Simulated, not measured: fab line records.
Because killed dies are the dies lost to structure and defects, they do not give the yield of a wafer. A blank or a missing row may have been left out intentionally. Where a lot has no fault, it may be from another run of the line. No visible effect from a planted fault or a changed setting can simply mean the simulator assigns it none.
The tool behind it: which one? -- flow gf180mcu -- 36 wafers from 12 lots sampled at 2 of the route's 602 steps

== WHAT EACH GAUGE READ, for each wafer ==
GF_STI_THK_MEAS_22. Usual: STI_OXIDATION_01_THK gives 15.03 nm (standard deviation 0.28).
lot,measured,on,STI_OXIDATION_01_THK (nm),flag
L198,day 2 04:05,film metro-02,15.12 15.27 15.21,
L199,day 2 08:25,film metro-04,14.88 14.84 14.63,
L200,day 2 15:25,film metro-01,14.78 14.87 14.74,
L201,day 2 18:40,film metro-02,15.37 14.89 15.43,
L203,day 3 05:16,film metro-01,15.05 15.07 14.91,
L210,day 4 18:05,film metro-01,14.64 14.98 14.84,
L211,day 5 00:29,film metro-02,14.85 14.74 15.14,
L214,day 5 14:02,film metro-02,14.60 14.60 14.74,
L215,day 5 19:17,film metro-02,15.34 15.34 15.23,
L216,day 5 23:37,film metro-01,15.21 14.99 15.28,
L217,day 6 05:55,film metro-02,15.46 15.55 15.49,
L221,day 7 03:16,film metro-02,14.97 14.91 15.01,

GF_MVPSD_OVL_MEAS_07. Usual: MVPSD_OVL gives 0.1 nm (standard deviation 1.4).
lot,measured,on,MVPSD_OVL (nm),flag
L198,day 5 01:51,overlay-01,-2.2 -0.9 -3.1,
L199,day 5 05:27,overlay-02,-1.0 -0.2 0.0,
L200,day 5 12:46,overlay-01,1.1 2.7 0.5,
L201,day 5 18:46,overlay-01,2.3 0.6 0.5,
L203,day 6 05:23,overlay-02,0.1 -1.1 -1.1,
L210,day 8 01:16,overlay-01,1.4 0.3 -0.7,
L211,day 8 08:05,overlay-01,1.8 -1.0 -1.1,
L214,day 9 00:18,overlay-02,-0.6 0.7 -3.0,
L215,day 9 07:46,overlay-02,-1.2 -0.6 -3.4,
L216,day 9 11:50,overlay-02,-0.3 -1.6 -1.3,
L217,day 9 20:10,overlay-02,0.1 0.3 1.4,
L221,day 10 19:55,overlay-01,0.6 0.6 0.8,

== WHICH TOOL RAN EACH LOT (tool, then ch and the chambers of the sampled wafers, then the start) ==
Before these readings, the record contains no process step.

== AS READ BY THE TOOLS THEMSELVES (means over the sampled wafers that have a number; for cases with no such wafer, the mark the record gives instead) ==
The record holds no such reading with a usual standard deviation.

== THE ANSWER, worked out from the rows above alone ==
Rule: a lot counts as off when the mean over its wafers that have a number is more than 3 standard deviations away from the usual mean. A lot without any number at a reading at which 4 lots or more have one is off too. Where the step has rows for the other lots, those lots are counted as sound. After the gauges, taken in route order, come the tools' own readings; for these a lot's mean is taken, as printed above. The first step at which some lot is off is used, and at that step the reading that is off furthest; a lot without a number counts as furthest.
None of the lots is off at any reading shown; this tells nothing.

== WHAT THE SIMULATOR HAD PUT IN ==
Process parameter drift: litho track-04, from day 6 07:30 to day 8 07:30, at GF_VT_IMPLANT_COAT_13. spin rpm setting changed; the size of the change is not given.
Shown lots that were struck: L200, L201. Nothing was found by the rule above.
